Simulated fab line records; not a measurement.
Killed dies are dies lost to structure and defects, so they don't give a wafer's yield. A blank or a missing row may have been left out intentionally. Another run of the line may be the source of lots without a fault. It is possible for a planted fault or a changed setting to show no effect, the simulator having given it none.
Comparing a struck lot with a sound one + flow sky130 + 43 out of 708 route steps
Sound: the wafers L444.3, L444.4, L444.6. Wafers struck: L452.4, L452.5, L452.6. The cause is named last.
Order at every step that has rows: each side's tool, ch and its chambers, its first start. Under that, the readings that differ: sound wafers + struck wafers + difference of the means + sigmas: that difference in standard deviations of wafers without a fault.
alike: a reading whose means differ by less than 2 such deviations, as well as words and numbers matching on both sides. not compared: withheld readings; readings where some wafer has no value; bounds like >300 that might hide an equal value; numbers whose values overlap and for which the record gives no deviation.
A row with sigmas, a row that says differs or no value, or rows on one side alone: a step with any of these is where the two part. When numbers do not overlap yet have no deviation, they are printed without sigmas and do not part them. Lack of a reading on every wafer of one side parts them only where that side has two or more wafers.

first, 6 steps without rows for these wafers: SKY_METAL3_COAT_07 (resist thk 60 nm); SKY_METAL3_COAT_08 (resist thk 1140 nm); SKY_METAL3_SOFTBAKE_09 (time 90 s); SKY_METAL3_EXPOSE_10 (exposes mask MM3, target cd 300 nm); SKY_METAL3_PEB_11; SKY_METAL3_DEVELOP_12 (develop time 60 s).
SKY_METAL3_CD_MEAS_13 targets a cd of 300 nm.
  sound on cd-sem-02, day 39 07:11; struck on cd-sem-02, day 41 23:23
  alike: cd-nm
SKY_METAL3_OVL_MEAS_14:
  sound on overlay-02, day 39 07:17; struck on overlay-02, day 41 23:28
  alike: METAL3_OVL
then, 1 step without rows for these wafers: SKY_METAL3_DESCUM_15 (chemistry O2, time 8 s).
SKY_METAL3_ETCH_16: etches BARC in N2/H2, stops on SiO2, time 88.2 s, target depth 60 nm.
  sound on rie-metal-03 ch 0,1, day 39 07:22; struck on rie-metal-03 ch 0,1, day 41 23:33
  alike: drypump-motor-current-A, oes-product-au, throttle-valve-pct
  not compared: rf-hours-counter-h
SKY_METAL3_ETCH_17: etches SiO2 in C4F8/O2/Ar, stops on TiN, time 3.9 s, target depth 15 nm.
  sound on rie-diel-04 ch 0,3, day 39 07:26; struck on rie-diel-04 ch 1,2, day 41 23:37
  alike: oes-product-au
  not compared: rf-hours-counter-h
then, 1 step without rows for these wafers: SKY_METAL3_METAL_ETCH_18 (etches the open film in Cl2/BCl3, stops on SiO2, target depth 845 nm, time 183.1 s).
SKY_METAL3_STRIP_19: strips in O2/N2.
  sound on plasma-asher-04 ch 0,1, day 39 07:50; struck on plasma-asher-02 ch 0,1, day 41 23:50
| reading                      | sound          | struck         | difference | sigmas |
|------------------------------|----------------|----------------|------------|--------|
| strip-time-to-endpoint-s (s) | 6.57 6.50 6.55 | 6.64 6.66 6.75 | +0.14      | +2     |
  alike: drypump-motor-current-A, oes-product-au
  not compared: rf-hours-counter-h
then, 4 steps without rows for these wafers: SKY_METAL3_STRIP_20 (strips in post etch residue remover, time 1200 s); SKY_METAL3_CLEAN_21 (cleans in IPA, time 180 s); SKY_METAL3_CLEAN_22 (cleans in O3/DIW); SKY_VIA3_HDPCVD_00 (deposits SiO2, target thk 1635 nm, time 272.5 s).
SKY_VIA3_THK_MEAS_01:
  sound on film-metro-04, day 39 08:35; struck on film-metro-04, day 42 00:36
  alike: VIA3_HDPCVD_THK
SKY_VIA3_CMP_02: polishes SiO2.
  sound on cmp-02 ch 0,1,2, day 39 08:44; struck on cmp-02 ch 1,2, day 42 00:38
  alike: motor-current-A
SKY_VIA3_BOW_MEAS_03:
  sound on film-metro-04, day 39 08:58; struck on film-metro-02, day 42 00:59
  alike: VIA3_BOW
then, 8 steps without rows for these wafers: SKY_VIA3_DEHYDRATE_04 (time 60 s); SKY_VIA3_HMDS_05 (prime time 60 s); SKY_VIA3_COAT_06 (resist thk 60 nm); SKY_VIA3_COAT_07 (resist thk 450 nm); SKY_VIA3_SOFTBAKE_08 (time 90 s); SKY_VIA3_EXPOSE_09 (exposes mask VIM3, target cd 200 nm); SKY_VIA3_PEB_10; SKY_VIA3_DEVELOP_11 (develop time 60 s).
SKY_VIA3_CD_MEAS_12 targets a cd of 200 nm.
  sound on cd-sem-02, day 40 09:20; struck on cd-sem-02, day 42 23:26
| reading    | sound             | struck            | difference | sigmas |
|------------|-------------------|-------------------|------------|--------|
| cd-nm (nm) | 201.0 201.2 200.8 | 197.7 198.4 198.0 | -3.0       | -2     |
SKY_VIA3_OVL_MEAS_13:
  sound on overlay-02, day 40 09:26; struck on overlay-02, day 42 23:31
  alike: VIA3_OVL
then, 8 steps without rows for these wafers: SKY_VIA3_ETCH_14 (etches BARC in N2/H2, stops on SiO2, time 45.9 s, target depth 60 nm); SKY_VIA3_ETCH_15 (etches SiO2 in C4F8/O2/Ar, stops on TiN, target depth 507 nm, time 78 s); SKY_VIA3_STRIP_16 (strips in O2/N2); SKY_VIA3_STRIP_17 (strips in post etch residue remover, time 1200 s); SKY_VIA3_CLEAN_18 (cleans in IPA, time 180 s); SKY_VIA3_CLEAN_19 (cleans in O3/DIW); SKY_VIA3_SPUTTER_20 (material TiN, target thk 20 nm, time 80 s); SKY_VIA3_CVD_21 (deposits W, target thk 390 nm, time 117.31 s).
SKY_VIA3_RS_MEAS_22: a four-point-probe measurement.
  sound on film-metro-04, day 40 10:25; struck on film-metro-02, day 43 00:34
  alike: VIA3_W_RS
SKY_VIA3_THK_MEAS_23: measures by xrf.
  sound on film-metro-04, day 40 10:31; struck on film-metro-02, day 43 00:40
  alike: VIA3_W_THK
SKY_VIA3_CMP_24: polishes, stops on SiO2, t overpolish 20 s, target thk 0 nm.
  sound on cmp-02 ch 1,3, day 40 10:37; struck on cmp-02 ch 0,1,2, day 43 00:50
  alike: motor-current-A, overpolish-run-s, time-to-endpoint-s
SKY_METAL4_SPUTTER_00: material Ti, target thk 15 nm, time 10 s.
  sound on pvd-sputter-03, day 40 10:52; struck on pvd-sputter-03, day 43 00:59
  alike: throttle-valve-pct
-- the record jumps here: 5 days lie between the struck wafers' starts before and after (it left off in module METAL4 and takes up again in module PAD_OPEN, whose first step shown is number 708 of the route) --
SKY_PAD_OPEN_PROBE_99:
  sound on prober-01, day 46 07:41; struck on prober-01, day 48 12:52
| reading                               | sound             | struck                                                                     | difference                   | sigmas |
|---------------------------------------|-------------------|----------------------------------------------------------------------------|------------------------------|--------|
| hold                                  | - - -             | await-dispo/2.0h/release await-dispo/2.0h/release await-dispo/2.0h/release | no value on the sound wafers |        |
| defect-limited-yield (%)              | 80.7 84.1 85.6    | 74.8 76.4 75.2                                                             | -8.0                         | -4     |
| killed_at_M0_to_M3                    | 48 45 33          | 80 78 87                                                                   | +40                          | +7     |
| killed-dies                           | 95 78 71          | 124 116 122                                                                | +39                          | +4     |
| sort_bin_3_pad_short (%)              | 0.8 0.4 1.2       | 2.6 2.0 4.1                                                                | +2.1                         | +5     |
| sort_bin_5_function (%)               | 11.8 10.6 6.9     | 14.4 13.6 13.4                                                             | +4.0                         | +3     |
| sort-n-pass                           | 397 414 421       | 368 376 370                                                                | -39                          | -4     |
| sort-yield-pct (%)                    | 80.7 84.1 85.6    | 74.8 76.4 75.2                                                             | -8.0                         | -4     |
| model.etest.tester.sort-n-pass        | 397 414 421       | 368 376 370                                                                | -39                          |        |
| model.etest.tester.sort-yield-pct (%) | 80.69 84.15 85.57 | 74.8 76.42 75.2                                                            | -8.0                         |        |
| model.etest.tester.sort_bin_5_pct (%) | 11.79 10.57 6.911 | 14.43 13.62 13.41                                                          | +4.06                        |        |
| model.etest.tester.sort_bin_3_pct (%) | 0.813 0.4065 1.22 | 2.642 2.033 4.065                                                          | +2.100                       |        |
  alike: killed_at_M4_up, killed-at-contacts, killed-at-front-end, killed-at-other, killed-open, killed-short, sort_bin_6_memory

## WHERE THEY PART
Last at SKY_PAD_OPEN_PROBE_99 as far as this record goes, first at SKY_METAL3_STRIP_19.

WHY: the cause the simulator had injected
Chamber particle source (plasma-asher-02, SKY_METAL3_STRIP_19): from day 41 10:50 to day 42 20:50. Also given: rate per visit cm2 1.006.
